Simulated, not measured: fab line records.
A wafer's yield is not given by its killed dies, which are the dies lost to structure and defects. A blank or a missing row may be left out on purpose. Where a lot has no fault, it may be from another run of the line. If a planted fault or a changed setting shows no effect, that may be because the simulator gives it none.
fab line records | flow sky130
record: lots: 10 | wafers: 30 | lastDay: 50
route steps=708 shown VIA2@510 CAPM@550 PAD_OPEN@708
lots with no fault: from the same line, run without faults
startH: hours from the record's opening day to when the first of the lot's shown wafers began | waitH: hours elapsed since this lot's preceding step | " same as the row above | L1.1+2: several wafers, shown together as one row | - no value, or no start was given | * or withheld: withheld | < > ~ a bound
route shown NAME@n: NAME is a module with steps in the file, n the number in the route of the first one | usual: mean and standard deviation over wafers with no fault | same: alike in all rows | chamber/n: place in a boat | sites: readings site by site | _std_site: how widely they spread, as a standard deviation | _edge_site: the outer-site mean with the inner-site mean subtracted | radiusMm: for every site, how far away it sits from the centre of the wafer | mask NAME#n: copy n | behind: the tool/chamber that last shaped the wafer | hold: why the lot was held/for how many hours/how that ended | device: whichever transistor did not switch (one of n, p or np) | end of line: the tests these same wafers got at the end of their route | a step with no rows: only its recipe | killed: count of dies lost to structure and defects at first sort (not the wafer's yield) | map: dies across one wafer; x = killed, . = not, _ = none there
set.NAME: the setting that was run; set.NAME@STEP: the one run at that earlier step | model.NAME: the simulator's own value behind a step, which no gauge read
the route's steps for a sample of lots (tables are steps, rows are wafers)
services: the hour from which a tool's chamber was out of use, counted from the record's first day as startH (under 0 if before that day), plus the number of hours and why
== steps ==
step: SKY_VIA2_BOW_MEAS_03
recipe: mode: bow
usual: VIA2_BOW: 85/6.7
lot.wafer | tool         | chamber | startH | waitH | VIA2_BOW[um]
L803.1    | filmMetro-01 | -       | 851.11 | 0.2   | 85
L803.4    | "            | -       | "      | "     | 81
L803.5    | "            | -       | "      | "     | 80
L804.4    | filmMetro-04 | -       | 865.62 | 0.3   | 87
L804.5    | "            | -       | "      | "     | 92
L804.6    | "            | -       | "      | "     | 86
L805.2    | filmMetro-01 | -       | 875.71 | 0.3   | 84
L805.4    | "            | -       | "      | "     | 96
L805.6    | "            | -       | "      | "     | 89
L807.1    | filmMetro-01 | -       | 881.74 | 0.1   | 86
L807.2    | "            | -       | "      | "     | 91
L807.5    | "            | -       | "      | "     | 88
L806.1    | filmMetro-01 | -       | 882.16 | 0.2   | 83
L806.5    | "            | -       | "      | "     | 76
L806.6    | "            | -       | "      | "     | 104
L815.3    | filmMetro-02 | -       | 938.36 | 0.1   | 81
L815.5    | "            | -       | "      | "     | 83
L815.6    | "            | -       | "      | "     | 72
L816.1    | filmMetro-02 | -       | 941.11 | 0.2   | 83
L816.4    | "            | -       | "      | "     | 89
L816.5    | "            | -       | "      | "     | 81
L818.1    | filmMetro-02 | -       | 960.57 | 0.1   | 83
L818.2    | "            | -       | "      | "     | 82
L818.3    | "            | -       | "      | "     | 85
L822.1    | filmMetro-04 | -       | 983.37 | 0.1   | 78
L822.2    | "            | -       | "      | "     | 81
L822.3    | "            | -       | "      | "     | 92
L823.4    | filmMetro-01 | -       | 988.51 | 0.2   | 80
L823.5    | "            | -       | "      | "     | 84
L823.6    | "            | -       | "      | "     | 72
step: SKY_VIA2_CD_MEAS_12
recipe: targetCdNm: 200
usual: cdNm: 200.1/1.4
lot.wafer | tool     | chamber | startH  | waitH | cdNm
L803.1    | cdSem-01 | -       | 876.96  | -     | 197.7
L803.4    | "        | -       | "       | "     | 197.9
L803.5    | "        | -       | "       | "     | 196.2
L804.4    | cdSem-02 | -       | 891.72  | -     | 200.0
L804.5    | "        | -       | "       | "     | 198.3
L804.6    | "        | -       | "       | "     | 200.2
L805.2    | cdSem-01 | -       | 901.13  | -     | 201.9
L805.4    | "        | -       | "       | "     | 201.3
L805.6    | "        | -       | "       | "     | 201.7
L807.1    | cdSem-02 | -       | 907.31  | -     | 199.0
L807.2    | "        | -       | "       | "     | 199.6
L807.5    | "        | -       | "       | "     | 199.3
L806.1    | cdSem-01 | -       | 907.81  | -     | 201.1
L806.5    | "        | -       | "       | "     | 201.8
L806.6    | "        | -       | "       | "     | 201.8
L815.3    | cdSem-01 | -       | 963.10  | -     | 200.0
L815.5    | "        | -       | "       | "     | 200.0
L815.6    | "        | -       | "       | "     | 201.2
L816.1    | cdSem-02 | -       | 965.86  | -     | 202.0
L816.4    | "        | -       | "       | "     | 202.6
L816.5    | "        | -       | "       | "     | 202.0
L818.1    | cdSem-02 | -       | 985.66  | -     | 198.6
L818.2    | "        | -       | "       | "     | 198.0
L818.3    | "        | -       | "       | "     | 198.8
L822.1    | cdSem-01 | -       | 1007.05 | -     | 200.8
L822.2    | "        | -       | "       | "     | 200.6
L822.3    | "        | -       | "       | "     | 199.9
L823.4    | cdSem-02 | -       | 1011.86 | -     | 200.6
L823.5    | "        | -       | "       | "     | 200.9
L823.6    | "        | -       | "       | "     | 199.8
step: SKY_VIA2_CVD_21
recipe: material: W | targetThkNm: 420 | timeS: 126.4 | tempC: 400 | pressureTorr: 40
usual: heaterPowerOuterW: 507/67 | heaterPowerW: 799/89 | susceptorTempC: 400.04/0.22
lot.wafer | tool    | chamber | startH  | waitH | heaterPowerOuterW | heaterPowerW | susceptorTempC
L803.1    | cvdW-02 | 0       | 878.22  | 0.0   | 507               | 796          | 399.97
L803.4    | "       | 0       | "       | "     | 493               | 786          | 400.43
L803.5    | "       | 1       | "       | "     | 409               | 675          | 400.34
L804.4    | cvdW-02 | 1       | 892.61  | 0.1   | 406               | 656          | 400.09
L804.5    | "       | 1       | "       | "     | 404               | 650          | 400.39
L804.6    | "       | 0       | "       | "     | 505               | 796          | 399.96
L805.2    | cvdW-01 | 1       | 902.02  | 0.0   | 634               | 959          | 400.20
L805.4    | "       | 1       | "       | "     | 611               | 959          | 399.90
L805.6    | "       | 0       | "       | "     | 535               | 838          | 400.45
L807.1    | cvdW-02 | 0       | 908.22  | 0.0   | 505               | 795          | 400.11
L807.2    | "       | 1       | "       | "     | 411               | 681          | 399.96
L807.5    | "       | 0       | "       | "     | 507               | 783          | 399.97
L806.1    | cvdW-02 | 1       | 908.72  | 0.0   | 426               | 675          | 399.71
L806.5    | "       | 1       | "       | "     | 408               | 667          | 399.58
L806.6    | "       | 0       | "       | "     | 501               | 763          | 399.84
L815.3    | cvdW-02 | 1       | 964.02  | 0.1   | 443               | 742          | 411.87
L815.5    | "       | 1       | "       | "     | 446               | 720          | 411.55
L815.6    | "       | 0       | "       | "     | 498               | 780          | 399.88
L816.1    | cvdW-02 | 0       | 966.77  | 0.0   | 493               | 782          | 400.00
L816.4    | "       | 1       | "       | "     | 450               | 743          | 411.15
L816.5    | "       | 1       | "       | "     | 449               | 726          | 411.49
L818.1    | cvdW-01 | 0       | 986.61  | 0.0   | 508               | 827          | 399.72
L818.2    | "       | 1       | "       | "     | 598               | 925          | 400.28
L818.3    | "       | 1       | "       | "     | 615               | 906          | 400.20
L822.1    | cvdW-01 | 0       | 1007.97 | 0.0   | 508               | 820          | 400.10
L822.2    | "       | 1       | "       | "     | 583               | 923          | 400.27
L822.3    | "       | 0       | "       | "     | 522               | 846          | 399.95
L823.4    | cvdW-01 | 1       | 1012.76 | 0.1   | 603               | 911          | 400.05
L823.5    | "       | 1       | "       | "     | 616               | 904          | 400.00
L823.6    | "       | 0       | "       | "     | 513               | 848          | 400.17
step: SKY_VIA2_RS_MEAS_22
recipe: thkMeasGauge: four-point-probe | reads: W_of_VIA2_CVD_21+TiN_of_VIA2_SPUTTER_20
usual: VIA2_W_RS: 0.273/0.003
lot.wafer | tool         | chamber | startH  | waitH | VIA2_W_RS[ohm/sq]
L803.1    | filmMetro-01 | -       | 878.35  | 0.1   | 0.273
L803.4    | "            | -       | "       | "     | 0.272
L803.5    | "            | -       | "       | "     | 0.275
L804.4    | filmMetro-02 | -       | 892.76  | 0.1   | 0.276
L804.5    | "            | -       | "       | "     | 0.273
L804.6    | "            | -       | "       | "     | 0.272
L805.2    | filmMetro-02 | -       | 902.17  | 0.1   | 0.271
L805.4    | "            | -       | "       | "     | 0.273
L805.6    | "            | -       | "       | "     | 0.274
L807.1    | filmMetro-02 | -       | 908.35  | 0.1   | 0.268
L807.2    | "            | -       | "       | "     | 0.274
L807.5    | "            | -       | "       | "     | 0.270
L806.1    | filmMetro-02 | -       | 908.85  | 0.1   | 0.271
L806.5    | "            | -       | "       | "     | 0.272
L806.6    | "            | -       | "       | "     | 0.270
L815.3    | filmMetro-04 | -       | 964.14  | 0.1   | 0.223
L815.5    | "            | -       | "       | "     | 0.222
L815.6    | "            | -       | "       | "     | 0.271
L816.1    | filmMetro-01 | -       | 966.90  | 0.1   | 0.270
L816.4    | "            | -       | "       | "     | 0.221
L816.5    | "            | -       | "       | "     | 0.221
L818.1    | filmMetro-01 | -       | 986.74  | 0.1   | 0.272
L818.2    | "            | -       | "       | "     | 0.273
L818.3    | "            | -       | "       | "     | 0.275
L822.1    | filmMetro-02 | -       | 1008.10 | 0.1   | 0.276
L822.2    | "            | -       | "       | "     | 0.274
L822.3    | "            | -       | "       | "     | 0.275
L823.4    | filmMetro-02 | -       | 1012.91 | 0.1   | 0.273
L823.5    | "            | -       | "       | "     | 0.278
L823.6    | "            | -       | "       | "     | 0.272
step: SKY_VIA2_THK_MEAS_23
recipe: thkMeasGauge: xrf | reads: W_of_VIA2_CVD_21
usual: VIA2_W_THK: 407/6.8
lot.wafer | tool         | chamber | startH  | waitH | VIA2_W_THK[nm]
L803.1    | filmMetro-01 | -       | 878.47  | 0.1   | 406
L803.4    | "            | -       | "       | "     | 412
L803.5    | "            | -       | "       | "     | 407
L804.4    | filmMetro-02 | -       | 892.85  | 0.1   | 395
L804.5    | "            | -       | "       | "     | 401
L804.6    | "            | -       | "       | "     | 402
L805.2    | filmMetro-02 | -       | 902.28  | 0.1   | 402
L805.4    | "            | -       | "       | "     | 400
L805.6    | "            | -       | "       | "     | 397
L807.1    | filmMetro-02 | -       | 908.47  | 0.1   | 406
L807.2    | "            | -       | "       | "     | 401
L807.5    | "            | -       | "       | "     | 403
L806.1    | filmMetro-02 | -       | 908.97  | 0.1   | 403
L806.5    | "            | -       | "       | "     | 403
L806.6    | "            | -       | "       | "     | 402
L815.3    | filmMetro-04 | -       | 964.24  | 0.1   | 492
L815.5    | "            | -       | "       | "     | 494
L815.6    | "            | -       | "       | "     | 411
L816.1    | filmMetro-01 | -       | 967.02  | 0.1   | 418
L816.4    | "            | -       | "       | "     | 506
L816.5    | "            | -       | "       | "     | 512
L818.1    | filmMetro-01 | -       | 986.86  | 0.1   | 415
L818.2    | "            | -       | "       | "     | 410
L818.3    | "            | -       | "       | "     | 409
L822.1    | filmMetro-02 | -       | 1008.22 | 0.1   | 401
L822.2    | "            | -       | "       | "     | 402
L822.3    | "            | -       | "       | "     | 401
L823.4    | filmMetro-02 | -       | 1013.00 | 0.1   | 402
L823.5    | "            | -       | "       | "     | 396
L823.6    | "            | -       | "       | "     | 406
step: SKY_VIA2_CMP_24
recipe: stopOn: SiO2 | tOverpolishS: 20 | downForcePsi: 3.5 | platenRpm: 60 | targetThkNm: 0 | padVelocityMS: 0.94248
usual: motorCurrentA: 10.4/1.2 | timeToEndpointS: 103/5.3
lot.wafer | tool   | chamber | startH  | waitH | motorCurrentA | timeToEndpointS
L803.1    | cmp-01 | 3       | 878.53  | 0.1   | 10.2          | 90
L803.4    | "      | 0       | "       | "     | 10.5          | 101
L803.5    | "      | 0       | "       | "     | 10.0          | 97
L804.4    | cmp-02 | 1       | 892.93  | 0.1   | 11.9          | 102
L804.6    | "      | 0       | "       | "     | 11.4          | 97
L804.5    | "      | 1       | "       | "     | 11.6          | 103
L805.4    | cmp-01 | 3       | 902.33  | 0.0   | 10.4          | 93
L805.2    | "      | 2       | "       | "     | 10.4          | 103
L805.6    | "      | 0       | "       | "     | 10.2          | 96
L807.1    | cmp-02 | 2       | 908.53  | 0.1   | 9.9           | 103
L807.2    | "      | 0       | "       | "     | 12.3          | 98
L807.5    | "      | 2       | "       | "     | 9.9           | 100
L806.1    | cmp-02 | 1       | 909.08  | 0.1   | 11.9          | 110
L806.6    | "      | 0       | "       | "     | 11.5          | 107
L806.5    | "      | 1       | "       | "     | 11.7          | 110
L815.3    | cmp-02 | 1       | 964.33  | 0.1   | 12.0          | 127
L815.6    | "      | 0       | "       | "     | 12.0          | 98
L815.5    | "      | 1       | "       | "     | 12.0          | 129
L816.1    | cmp-02 | 0       | 967.13  | 0.1   | 12.0          | 101
L816.4    | "      | 2       | "       | "     | 9.6           | 126
L816.5    | "      | 0       | "       | "     | 11.2          | 128
L818.2    | cmp-02 | 0       | 986.92  | 0.0   | 12.2          | 103
L818.1    | "      | 2       | "       | "     | 9.6           | 105
L818.3    | "      | 3       | "       | "     | 9.4           | 110
L822.2    | cmp-01 | 0       | 1008.28 | 0.0   | 10.1          | 98
L822.1    | "      | 1       | "       | "     | 10.3          | 100
L822.3    | "      | 2       | "       | "     | 10.7          | 104
L823.4    | cmp-02 | 0       | 1013.13 | 0.1   | 11.6          | 101
L823.5    | "      | 2       | "       | "     | 9.1           | 105
L823.6    | "      | 3       | "       | "     | 8.8           | 114
step: SKY_CAPM_METAL_ETCH_13
recipe: targetDepthNm: 220 | stopOn: SiO2 | chemistry: Cl2/BCl3 | target: TiN | pressureMtorr: 10 | icpW: 900 | biasW: 48.5 | Cl2_flow_sccm: 60 | bcl3FlowSccm: 30 | timeS: 62.9
usual: biasW: 48.50/0.14 | drypumpMotorCurrentA: 5.9/0.58 | oesProductAu: 0.943/0.0092 | throttleValvePct: 21.900/0.01
lot.wafer | tool        | chamber | startH  | waitH | biasW | drypumpMotorCurrentA | oesProductAu | rfHoursCounterH | throttleValvePct
L803.1    | rieMetal-02 | 0       | 904.75  | 0.0   | 48.67 | 6.0                  | 0.953        | 10              | 21.896
L803.4    | "           | 1       | "       | "     | 48.45 | 6.4                  | 0.941        | -               | 21.903
L803.5    | "           | 1       | "       | "     | 48.60 | 6.3                  | 0.941        | -               | 21.888
L804.4    | rieMetal-02 | 0       | 918.99  | 0.0   | 48.50 | 6.0                  | 0.939        | -               | 21.898
L804.5    | "           | 1       | "       | "     | 48.72 | 6.4                  | 0.939        | -               | 21.893
L804.6    | "           | 0       | "       | "     | 48.66 | 5.9                  | 0.937        | -               | 21.890
L805.2    | rieMetal-04 | 0       | 927.94  | 0.0   | 48.27 | 5.5                  | 0.940        | 15              | 21.892
L805.4    | "           | 0       | "       | "     | 48.69 | 5.5                  | 0.938        | -               | 21.906
L805.6    | "           | 1       | "       | "     | 48.42 | 6.8                  | 0.933        | -               | 21.909
L807.1    | rieMetal-04 | 0       | 933.30  | 0.0   | 48.48 | 5.5                  | 0.931        | 15              | 21.892
L807.2    | "           | 1       | "       | "     | 48.44 | 6.8                  | 0.966        | 13              | 21.888
L807.5    | "           | 0       | "       | "     | 48.34 | 5.5                  | 0.938        | -               | 21.896
L806.1    | rieMetal-03 | 0       | 933.97  | 0.0   | 48.36 | 5.0                  | 0.951        | 5               | 21.892
L806.5    | "           | 0       | "       | "     | 48.47 | 5.0                  | 0.949        | -               | 21.907
L806.6    | "           | 1       | "       | "     | 48.61 | 5.9                  | 0.941        | -               | 21.906
L815.3    | rieMetal-03 | 1       | 989.22  | 0.0   | 48.34 | 5.8                  | 0.946        | -               | 21.883
L815.5    | "           | 0       | "       | "     | 48.18 | 5.0                  | 0.948        | -               | 21.895
L815.6    | "           | 1       | "       | "     | 48.44 | 5.8                  | 0.939        | -               | 21.905
L816.1    | rieMetal-02 | 1       | 991.04  | 0.0   | 48.52 | 6.4                  | 0.937        | 11              | 21.896
L816.4    | "           | 1       | "       | "     | 48.39 | 6.3                  | 0.942        | -               | 21.919
L816.5    | "           | 1       | "       | "     | 48.40 | 6.4                  | 0.933        | -               | 21.894
L818.1    | rieMetal-02 | 0       | 1010.44 | 0.0   | 48.53 | 5.9                  | 0.931        | 16              | 21.903
L818.2    | "           | 1       | "       | "     | 48.72 | 6.4                  | 0.937        | 12              | 21.905
L818.3    | "           | 0       | "       | "     | 48.22 | 6.0                  | 0.936        | -               | 21.892
L822.1    | rieMetal-02 | 1       | 1032.15 | 0.0   | 48.52 | 6.3                  | 0.951        | 13              | 21.899
L822.2    | "           | 0       | "       | "     | 48.48 | 6.0                  | 0.944        | 17              | 21.901
L822.3    | "           | 1       | "       | "     | 48.43 | 6.3                  | 0.947        | -               | 21.892
L823.4    | rieMetal-04 | 0       | 1037.32 | 0.1   | 48.54 | 5.5                  | 0.932        | -               | 21.918
L823.5    | "           | 0       | "       | "     | 48.53 | 5.5                  | 0.933        | -               | 21.900
L823.6    | "           | 0       | "       | "     | 48.55 | 5.5                  | 0.933        | -               | 21.922
step: SKY_PAD_OPEN_PROBE_99
usual: defectLimitedYield: 82.6/2.2 | killed_at_M0_to_M3: 43/7.9 | killed_at_M4_up: 2.9/1.8 | killedAtContacts: 24/5.5 | killedAtFrontEnd: 15/4.2 | killedAtOther: 0.2/0.46 | killedDies: 86/11 | killedOpen: 47/8.1 | killedShort: 39/6.4 | sort_bin_3_pad_short: 0.9/0.44 | sort_bin_5_function: 10.3/1.4 | sort_bin_6_memory: 6.3/1.3 | sortNPass: 406/11 | sortYieldPct: 82.6/2.2
same: grossDies: 492 | killedAtBackSide: 0 | sort_bin_4_leakage[%]: 0 | sort_bin_8_speed[%]: 0
lot.wafer | tool      | chamber | startH  | waitH | defectLimitedYield[%] | killed_at_M0_to_M3 | killed_at_M4_up | killedAtContacts | killedAtFrontEnd | killedAtOther | killedDies | killedOpen | killedShort | sort_bin_3_pad_short[%] | sort_bin_5_function[%] | sort_bin_6_memory[%] | sortNPass | sortYieldPct[%]
L815.3    | prober-02 | -       | 1168.98 | 0.2   | 79.5                  | 51                 | 3               | 27               | 20               | 0             | 101        | 58         | 43          | 1.0                     | 10.8                   | 8.7                  | 391       | 79.5
L815.5    | prober-02 | -       | 1169.08 | 0.2   | 82.3                  | 48                 | 1               | 22               | 16               | 0             | 87         | 52         | 35          | 1.0                     | 9.8                    | 6.9                  | 405       | 82.3
L815.6    | prober-02 | -       | 1169.13 | 0.2   | 83.7                  | 51                 | 1               | 14               | 14               | 0             | 80         | 45         | 35          | 1.2                     | 10.4                   | 4.7                  | 412       | 83.7
killed by level:class
L815.3 VIA1:geometricParticle:open=14 VIA2:geometricParticle:open=9 CONTACT:geometricParticle:open=8 LI_CONTACT:geometricParticle:open=8 FIELD_ISO:geometricParticle:short=7 VIA1:geometricParticle:short=7 VIA3:geometricParticle:open=6 FIELD_ISO:geometricParticle:open=5
L815.5 VIA1:geometricParticle:open=11 VIA2:geometricParticle:open=11 FIELD_ISO:geometricParticle:open=8 CONTACT:geometricParticle:open=7 METAL1:geometricParticle:short=7 CONTACT:geometricParticle:short=6 VIA3:geometricParticle:open=6 METAL2:geometricParticle:short=5
L815.6 VIA2:geometricParticle:open=12 VIA1:geometricParticle:open=11 METAL1:geometricParticle:short=7 LI_CONTACT:geometricParticle:open=6 CONTACT:geometricParticle:open=6 METAL2:geometricParticle:short=6 FIELD_ISO:geometricParticle:short=5 POLY_GATE:geometricParticle:short=3
== services ==
tool        | chamber | startH  | hours | kind
rieMetal-04 | -       | 855.53  | 6.7   | repair
rieMetal-03 | -       | 873.94  | 1.0   | repair
cmp-02      | -       | 897.99  | 7.2   | pm
cvdW-01     | -       | 904.00  | 14.0  | pm
cvdW-01     | 0       | 904.00  | 14.0  | ventCycle
cvdW-01     | 1       | 904.00  | 14.0  | ventCycle
cmp-02      | -       | 912.15  | 2.3   | repair
cmp-02      | -       | 914.48  | 4.0   | pm
cvdW-01     | 0       | 918.00  | -     | clean
cmp-02      | -       | 918.48  | -     | consumableReplace:conditioner
cmp-02      | -       | 918.48  | -     | consumableReplace:pad
cmp-01      | -       | 928.09  | 1.7   | repair
cvdW-01     | 1       | 932.13  | 11.2  | repair
rieMetal-02 | 0       | 936.27  | 11.3  | repair
cvdW-01     | 1       | 956.93  | 11.1  | repair
cvdW-01     | -       | 957.30  | 6.9   | pm
cmp-02      | -       | 967.55  | 2.0   | repair
cvdW-02     | 1       | 974.26  | 8.2   | repair
cmp-01      | -       | 976.78  | 0.6   | repair
cvdW-02     | -       | 989.89  | 0.5   | repair
cvdW-02     | 1       | 1003.67 | 5.8   | repair
cmp-01      | -       | 1010.08 | 5.2   | pm
cmp-02      | -       | 1028.62 | 0.8   | repair
rieMetal-02 | -       | 1028.71 | 2.8   | pm
== key ==
firstSign: step: SKY_VIA2_CVD_21 | reading: susceptorTempC | direction: up | sigmas: 53 | usual: * | struck: *
effect: step: SKY_VIA2_RS_MEAS_22 | reading: VIA2_W_RS | direction: down | sigmas: 17 | usual: 0.273 | struck: 0.222
effect: step: SKY_VIA2_THK_MEAS_23 | reading: VIA2_W_THK | direction: up | sigmas: 14 | usual: 407 | struck: 501
effect: step: SKY_VIA2_CMP_24 | reading: timeToEndpointS | direction: up | sigmas: 4.6 | usual: * | struck: *
metAt SKY_VIA2_CVD_21
struckLots L815,L816
struckWafers L815.3,L815.5,L816.4,L816.5
notActingAt SKY_VIA2_BOW_MEAS_03,SKY_VIA2_CD_MEAS_12,SKY_CAPM_METAL_ETCH_13
onsetBetween 908.72 964.02
fault: kind: processParameterDrift | tool: cvdW-02 | chamber: 1 | onsetH: 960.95 | steps: SKY_VIA2_CVD_21 | channel: tempC | offset: * | shape: step | endH: 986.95 | actsIn: * | stated: *
